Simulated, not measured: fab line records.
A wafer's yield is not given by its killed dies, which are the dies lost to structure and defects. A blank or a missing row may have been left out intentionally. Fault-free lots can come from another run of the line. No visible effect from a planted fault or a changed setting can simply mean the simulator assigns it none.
2 desks looking at one fault    flow sky130    every desk sees just its own numbers, and what lay behind them comes last

== AT THE METROLOGY DESK ==
What the gauges read, lot by lot, whatever tool the lot ran on: means of the sampled wafers that have a number. A lot is out of limits, marked OUT, if its mean lies more than 4 standard deviations from the usual mean; the brackets give that distance. It has 11 readings; the 7 that lie furthest out on some lot are the ones shown.
Columns: A = cd nm at SKY_SD_N_CD_MEAS_07, usual 380.2 nm; B = SD_N_TW at SKY_SD_N_TW_MEAS_12, usual 3959; C = RES_XHIGH_RS at SKY_SD_N_RS_MEAS_18, usual 333.5 ohm/sq; D = LI_CONTACT_HDPCVD_THK at SKY_LI_CONTACT_THK_MEAS_01, usual 931 nm; E = cd nm at SKY_LI_CONTACT_CD_MEAS_12, usual 170.0 nm; F = LI_CONTACT_OVL at SKY_LI_CONTACT_OVL_MEAS_13, usual -1 nm; G = LI_CONTACT_W_RS at SKY_LI_CONTACT_RS_MEAS_22, usual 0.2862 ohm/sq
lot   first seen here  A      B     C      D    E      F    G
L676  day 28 19:11     381.8  4001  333.0  934  168.3  -0   0.2864
L678  day 28 23:35     381.9  3968  334.3  929  169.3  5    0.2851
L677  day 29 05:31     380.7  3951  332.7  928  168.3  -8   0.2857
L688  day 32 14:20     382.9  4006  332.9  935  172.4  -12  0.2884
L689  day 33 10:28     376.6  3901  334.4  943  170.7  -15  0.2911
L692  day 33 21:38     382.4  4033  330.2  930  169.1  -1   0.2837
This desk's verdict: no lot among the 6 shows anything out of limits.

== DESK OF THE TOOL OWNER: wet bench-01 ==
The tool's own readings at SKY_SD_N_CLEAN_13 (cleans in SC1/SC2, time 150 s): means of the sampled wafers that have a number, for each lot that ran on this tool. A lot is out of limits, marked OUT, if its mean lies more than 4 standard deviations from the usual mean; the brackets give that distance.
Columns: A = bath heat duty pct at SKY_SD_N_CLEAN_13, usual 13.0 %
lot   first seen here  A
L677  day 29 06:13     12.3
L688  day 32 14:57     12.9
L689  day 33 11:03     13.7
This desk's verdict: no lot among the 3 shows anything out of limits.

== TAKEN TOGETHER ==
From the metrology desk's view, nothing was out of limits.
The tool owner's desk saw nothing out of limits.

== WHAT THE SIMULATOR HAD INSERTED ==
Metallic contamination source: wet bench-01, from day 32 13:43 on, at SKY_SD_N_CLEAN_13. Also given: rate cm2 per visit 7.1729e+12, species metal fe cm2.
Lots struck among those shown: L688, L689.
